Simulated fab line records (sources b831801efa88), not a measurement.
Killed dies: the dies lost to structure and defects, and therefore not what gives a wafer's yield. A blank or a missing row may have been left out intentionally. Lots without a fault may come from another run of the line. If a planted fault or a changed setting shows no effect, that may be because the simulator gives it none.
Which tool is to blame? -- flow gf180mcu -- Sampling: 12 lots, 36 wafers, 5 of 602 route steps

## WHAT EACH GAUGE READ, for each wafer
GF_V4_CD_MEAS_14 targets a cd of 260 nm.
lot,measured,on,cd-nm (nm)
L447,day 24 14:47,cd-sem-01,259.4 261.2 260.2
L451,day 26 01:30,cd-sem-01,261.4 262.4 261.8
L452,day 26 01:35,cd-sem-02,259.4 260.4 260.0
L453,day 26 12:02,cd-sem-02,259.7 260.7 259.9
L456,day 27 08:43,cd-sem-02,259.4 260.9 260.3
L458,day 28 00:41,cd-sem-02,261.1 259.6 260.9
L461,day 28 20:33,cd-sem-02,263.1 262.6 262.8
L462,day 29 00:49,cd-sem-02,259.3 259.6 259.9
L466,day 30 07:22,cd-sem-01,226.8 227.5 226.9
L467,day 30 13:54,cd-sem-01,225.2 225.5 226.0
L468,day 30 17:19,cd-sem-01,260.3 259.5 260.3
L470,day 31 11:38,cd-sem-01,258.6 258.9 259.0

GF_V4_OVL_MEAS_15.
lot,measured,on,V4_OVL (nm)
L447,day 24 14:54,overlay-01,6 -2 -6
L451,day 26 01:37,overlay-02,-7 -1 7
L452,day 26 01:42,overlay-01,-17 -10 -8
L453,day 26 12:08,overlay-02,5 -6 4
L456,day 27 08:50,overlay-02,0 8 -3
L458,day 28 00:47,overlay-01,0 8 -2
L461,day 28 20:40,overlay-02,-2 1 5
L462,day 29 00:56,overlay-01,0 5 4
L466,day 30 07:26,overlay-01,7 -4 3
L467,day 30 14:01,overlay-02,-1 1 10
L468,day 30 17:25,overlay-02,-6 -4 -3
L470,day 31 11:46,overlay-02,9 0 3

## WHAT TOOL EACH LOT RAN ON (gives the tool, then ch and the chambers of the sampled wafers, and finally the start)
lot,GF_M4_SPUTTER_03,GF_M4_STRIP_17,GF_V4_PEB_12
L447,"pvd-sputter-03, day 22 15:28","plasma-asher-01 ch 0,1, day 23 15:17","litho-track-04 ch 0, day 24 14:26"
L451,"pvd-sputter-01, day 24 03:52","plasma-asher-03 ch 0,1, day 25 02:34","litho-track-02 ch 0, day 26 01:09"
L452,"pvd-sputter-03, day 24 03:56","plasma-asher-02 ch 0,1, day 25 02:53","litho-track-04 ch 0, day 26 01:14"
L453,"pvd-sputter-01, day 24 16:04","plasma-asher-03 ch 0,1, day 25 13:46","litho-track-02 ch 0, day 26 11:43"
L456,"pvd-sputter-04, day 25 13:53","plasma-asher-01 ch 0,1, day 26 11:17","litho-track-02 ch 0, day 27 08:23"
L458,"pvd-sputter-04, day 26 06:41","plasma-asher-01 ch 0,1, day 27 03:31","litho-track-02 ch 0, day 28 00:20"
L461,"pvd-sputter-01, day 27 03:54","plasma-asher-03 ch 0,1, day 27 23:59","litho-track-02 ch 0, day 28 20:12"
L462,"pvd-sputter-04, day 27 08:16","plasma-asher-03 ch 0,1, day 28 04:18","litho-track-04 ch 0, day 29 00:28"
L466,"pvd-sputter-01, day 28 15:58","plasma-asher-03 ch 0,1, day 29 11:22","litho-track-02 ch 0, day 30 07:03"
L467,"pvd-sputter-01, day 28 22:36","plasma-asher-03 ch 0,1, day 29 17:37","litho-track-02 ch 0, day 30 13:33"
L468,"pvd-sputter-04, day 29 03:10","plasma-asher-02 ch 0,1, day 29 22:16","litho-track-04 ch 0, day 30 16:59"
L470,"pvd-sputter-01, day 29 22:29","plasma-asher-03 ch 0,1, day 30 16:40","litho-track-01 ch 0, day 31 11:17"
- GF_M4_SPUTTER_03: material Ti, target thk 10 nm, time 6.7 s.
- GF_M4_STRIP_17: strips in O2/N2.
- GF_V4_PEB_12: peb time 90 s.

## AS READ BY THE TOOLS THEMSELVES (means over the sampled wafers that have a number; for cases with no such wafer, the mark the record gives instead)
GF_M4_SPUTTER_03.
lot,tool,throttle-valve-pct (%)
L447,pvd-sputter-03,28.5
L451,pvd-sputter-01,30.2
L452,pvd-sputter-03,28.8
L453,pvd-sputter-01,30.6
L456,pvd-sputter-04,30.1
L458,pvd-sputter-04,29.1
L461,pvd-sputter-01,31.0
L462,pvd-sputter-04,30.1
L466,pvd-sputter-01,30.8
L467,pvd-sputter-01,30.9
L468,pvd-sputter-04,28.5
L470,pvd-sputter-01,31.0

GF_M4_STRIP_17.
lot,tool,drypump-motor-current-A (A),heater-power-w (W),oes-product-au (a.u.),strip-time-to-endpoint-s (s)
L447,plasma-asher-01,5.6,355,0.542,7.54
L451,plasma-asher-03,4.9,298,0.538,7.37
L452,plasma-asher-02,5.7,296,0.542,7.49
L453,plasma-asher-03,4.9,292,0.541,7.49
L456,plasma-asher-01,5.7,360,0.532,7.34
L458,plasma-asher-01,5.7,365,0.540,7.38
L461,plasma-asher-03,5.0,295,0.538,7.35
L462,plasma-asher-03,5.1,313,0.538,7.43
L466,plasma-asher-03,5.0,299,0.539,7.42
L467,plasma-asher-03,5.0,294,0.534,7.32
L468,plasma-asher-02,5.7,291,0.538,7.36
L470,plasma-asher-03,5.1,312,0.538,7.44

GF_V4_PEB_12.
lot,tool,chill-plate-temp-C (C),heater-power-total-W (W),plate-temp-C (C)
L447,litho-track-04,22.90,85.63,134.86
L451,litho-track-02,23.05,85.71,134.98
L452,litho-track-04,23.08,85.60,134.97
L453,litho-track-02,23.03,85.74,134.92
L456,litho-track-02,23.14,85.70,135.06
L458,litho-track-02,22.93,85.67,135.05
L461,litho-track-02,22.98,85.73,135.00
L462,litho-track-04,22.80,85.63,134.98
L466,litho-track-02,22.91,79.14,127.01
L467,litho-track-02,23.09,79.19,127.02
L468,litho-track-04,22.95,85.76,135.03
L470,litho-track-01,22.89,85.69,134.97

## THE ANSWER, worked out from the rows above alone
Rule: what is usual is taken from the lots themselves. Put in order of their means at a reading, lots are off if they are a third of the lots or fewer, leave a main group of 4 or more, and stand apart from it by a gap of 3 or more times the standard deviation of the main group's means; of several such gaps the widest counts. If all means in a main group match to the digits the tables above print for the reading, that group is not used. A lot without any number at a reading at which 4 lots or more have one is off too. The other lots that the step has rows for count as sound. Order of review: gauges by route order, followed by the tools' own readings, for which a lot's mean as printed above is used. The first step at which some lot is off is used, and at that step the reading that is off furthest; a lot without a number counts as furthest.
Off: L466, L467 (GF_V4_CD_MEAS_14, cd-nm). For the main group the mean is 260.4 nm and the standard deviation 1.1.
A tool fits if, at a process step before that reading, it ran every lot that is off, and no sound lot after the first of them. Not tried: the gauges at GF_V4_CD_MEAS_14; whatever is off there is also off at GF_V4_PEB_12, on other tools, and gauge error can't account for it. One fits: GF_V4_PEB_12 on litho-track-02. Its last sound lot is L461 (day 28 20:12), its first lot that is off L466 (day 30 07:03): a fault that began between those two fits.
The tool's own readings at GF_V4_PEB_12 bear it out: on the lots that are off they differ by more than 5 times the standard deviation of the sound lots' means. heater-power-total-W reads 79.16 W there against 85.69 W on the sound lots; plate-temp-C reads 127.02 C there against 134.98 C on the sound lots.

## WHAT WAS PUT IN BY THE SIMULATOR
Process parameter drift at GF_V4_PEB_12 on litho-track-02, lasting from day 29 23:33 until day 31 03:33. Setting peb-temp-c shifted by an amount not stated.
Lots struck among those shown: L466, L467. The rule given above showed the same thing.
